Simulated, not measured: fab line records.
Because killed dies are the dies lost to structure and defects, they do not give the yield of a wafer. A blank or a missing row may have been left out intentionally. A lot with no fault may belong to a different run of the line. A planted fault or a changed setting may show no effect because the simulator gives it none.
Which tool is to blame? ; flow sky130 ; 39 wafers from 13 lots sampled at 6 of the route's 708 steps

## WHAT EACH GAUGE READ, for each wafer
SKY_VT_ADJUST_NCORE_CD_MEAS_07 targets a cd of 380 nm. Usual: cd_nm 380.5 nm, standard deviation 2.8.
lot;measured;on;cd_nm (nm);flag
L398;day 8 19:45;cd_sem-02;380.3 381.0 381.1;
L399;day 9 06:30;cd_sem-01;382.0 380.9 381.0;
L402;day 10 04:54;cd_sem-01;385.5 381.6 380.9;
L404;day 10 18:48;cd_sem-02;376.0 379.8 380.3;
L405;day 10 22:29;cd_sem-01;376.6 378.3 382.9;
L408;day 11 22:56;cd_sem-02;383.0 382.2 380.3;
L410;day 12 08:19;cd_sem-01;381.3 384.3 384.4;
L414;day 13 19:28;cd_sem-02;378.2 373.9 378.1;
L415;day 13 23:04;cd_sem-01;381.9 378.4 379.7;
L417;day 14 10:23;cd_sem-02;378.6 380.5 379.3;
L418;day 14 18:57;cd_sem-02;374.6 374.6 373.5;
L419;day 14 23:22;cd_sem-02;377.5 379.8 378.6;
L420;day 15 12:07;cd_sem-02;377.2 379.0 378.5;

SKY_VT_ADJUST_PCH_OVL_MEAS_07. Usual: for VT_ADJUST_PCH_OVL the level is -0.3 nm and the standard deviation is 1.4.
lot;measured;on;VT_ADJUST_PCH_OVL (nm);flag
L398;day 10 16:54;overlay-02;-1.2 -0.9 0.2;
L399;day 11 04:01;overlay-02;-1.6 -1.2 -0.6;
L402;day 12 04:40;overlay-02;-2.9 -0.4 0.2;
L404;day 12 20:19;overlay-01;0.0 -0.1 2.4;
L405;day 12 23:22;overlay-02;0.9 1.0 -0.9;
L408;day 14 02:20;overlay-01;-1.5 -2.2 -3.7;
L410;day 14 11:59;overlay-02;-1.0 0.3 -1.3;
L414;day 16 00:54;overlay-01;-0.3 0.7 -1.0;
L415;day 16 05:43;overlay-01;-0.4 -1.8 1.2;
L417;day 16 17:47;overlay-01;-0.9 0.0 0.0;
L418;day 17 02:49;overlay-02;-1.2 -0.4 -4.5;
L419;day 17 08:12;overlay-01;-0.1 0.9 0.6;
L420;day 17 21:07;overlay-02;1.3 -0.7 0.8;

SKY_LDD_HVN_OVL_MEAS_07. Usual: for LDD_HVN_OVL the level is -0.1 nm and the standard deviation is 1.3.
lot;measured;on;LDD_HVN_OVL (nm);flag
L398;day 20 17:43;overlay-02;-0.5 0.9 1.3;
L399;day 21 06:55;overlay-02;0.7 1.5 1.3;
L402;day 22 12:03;overlay-02;-1.3 -1.5 -1.2;
L404;day 23 06:09;overlay-01;0.5 0.1 0.2;
L405;day 23 10:21;overlay-02;-0.2 0.4 1.7;
L408;day 24 15:29;overlay-02;0.6 -2.6 0.5;
L410;day 25 04:43;overlay-02;-1.3 -3.6 -2.1;
L414;day 26 22:49;overlay-01;-0.5 1.5 0.6;
L415;day 26 23:42;overlay-01;-0.9 0.6 -0.1;
L417;day 27 08:19;overlay-02;-0.8 -0.8 -1.4;
L418;day 27 20:39;overlay-02;-2.8 -2.6 -3.5;
L419;day 28 00:10;overlay-01;1.6 2.2 0.8;
L420;day 28 12:58;overlay-02;0.1 -0.8 -0.4;

SKY_LDD_HVP_OVL_MEAS_07. Usual: for LDD_HVP_OVL the level is 0.1 nm and the standard deviation is 1.5.
lot;measured;on;LDD_HVP_OVL (nm);flag
L398;day 22 00:33;overlay-01;-1.1 -1.5 -1.8;
L399;day 22 13:28;overlay-02;-1.3 -1.9 -1.2;
L402;day 23 18:13;overlay-02;-0.2 3.7 1.3;
L404;day 24 12:31;overlay-01;0.1 -1.1 -0.6;
L405;day 24 16:25;overlay-01;- - -;OFF
L408;day 25 21:17;overlay-01;1.1 -1.0 0.0;
L410;day 26 10:10;overlay-01;0.3 1.2 -1.1;
L414;day 28 04:04;overlay-02;0.7 0.7 1.2;
L415;day 28 04:40;overlay-02;0.9 -0.4 0.3;
L417;day 28 14:05;overlay-01;0.0 -0.8 -2.0;
L418;day 29 02:03;overlay-02;0.5 0.5 0.6;
L419;day 29 05:39;overlay-02;1.2 1.7 0.3;
L420;day 29 17:52;overlay-02;-1.1 -0.1 -0.1;

SKY_LDD_HVP_TW_MEAS_10. Usual: for LDD_HVP_TW the level is 460 and the standard deviation is 3.7.
lot;measured;on;LDD_HVP_TW;flag
L398;day 22 00:50;film_metro-01;462 462 462;
L399;day 22 13:45;film_metro-03;455 455 455;
L402;day 23 18:31;film_metro-03;454 453 454;
L404;day 24 12:49;film_metro-04;464 467 464;
L405;day 24 16:43;film_metro-01;30 30 30;OFF
L408;day 25 21:35;film_metro-04;463 464 462;
L410;day 26 10:28;film_metro-01;461 460 456;
L414;day 28 04:21;film_metro-03;455 458 456;
L415;day 28 04:58;film_metro-04;462 465 459;
L417;day 28 14:23;film_metro-03;457 457 454;
L418;day 29 02:20;film_metro-01;461 461 460;
L419;day 29 05:56;film_metro-03;456 454 456;
L420;day 29 18:09;film_metro-01;459 457 458;

## WHICH TOOL RAN EACH LOT (tool, then ch and the chambers of the sampled wafers, then the start)
lot;SKY_LDD_HVP_EXPOSE_04
L398;iline_stepper-01 ch 0, day 21 09:55
L399;iline_stepper-02 ch 0, day 21 21:59
L402;iline_stepper-02 ch 0, day 23 03:35
L404;iline_stepper-02 ch 0, day 23 21:48
L405;iline_stepper-02 ch 0, day 24 01:44
L408;iline_stepper-02 ch 0, day 25 06:55
L410;iline_stepper-02 ch 0, day 25 19:25
L414;iline_stepper-02 ch 0, day 27 13:34
L415;iline_stepper-01 ch 0, day 27 14:37
L417;iline_stepper-02 ch 0, day 27 23:50
L418;iline_stepper-01 ch 0, day 28 11:44
L419;iline_stepper-02 ch 0, day 28 15:41
L420;iline_stepper-02 ch 0, day 29 03:59
- SKY_LDD_HVP_EXPOSE_04: exposes mask HVPTM, target cd 700 nm.

## AS READ BY THE TOOLS THEMSELVES (means over the sampled wafers that have a number; for cases with no such wafer, the mark the record gives instead)
The record holds no such reading with a usual standard deviation.

## THE ANSWER, worked out from the rows above alone
Rule: lot off if the mean of its wafers having a number is beyond 3 standard deviations from the usual mean. A lot without any number at a reading at which 4 lots or more have one is off too. Any other lot the step has rows for is counted as sound. Order of review: gauges by route order, followed by the tools' own readings, for which a lot's mean as printed above is used. The first step at which some lot is off is used, and at that step the reading that is off furthest; a lot without a number counts as furthest.
Off: L405, at SKY_LDD_HVP_OVL_MEAS_07 (LDD_HVP_OVL). Without a number there: L405.
If a tool, at a process step before that reading, ran all the lots that are off and no sound lot after the first of them, it fits. The gauges at SKY_LDD_HVP_OVL_MEAS_07 aren't tried: what is off there is off at SKY_LDD_HVP_TW_MEAS_10 too, on other tools, and a gauge's error can't cause that. Not one of the candidates tried fits.

## WHAT HAD BEEN PUT IN BY THE SIMULATOR
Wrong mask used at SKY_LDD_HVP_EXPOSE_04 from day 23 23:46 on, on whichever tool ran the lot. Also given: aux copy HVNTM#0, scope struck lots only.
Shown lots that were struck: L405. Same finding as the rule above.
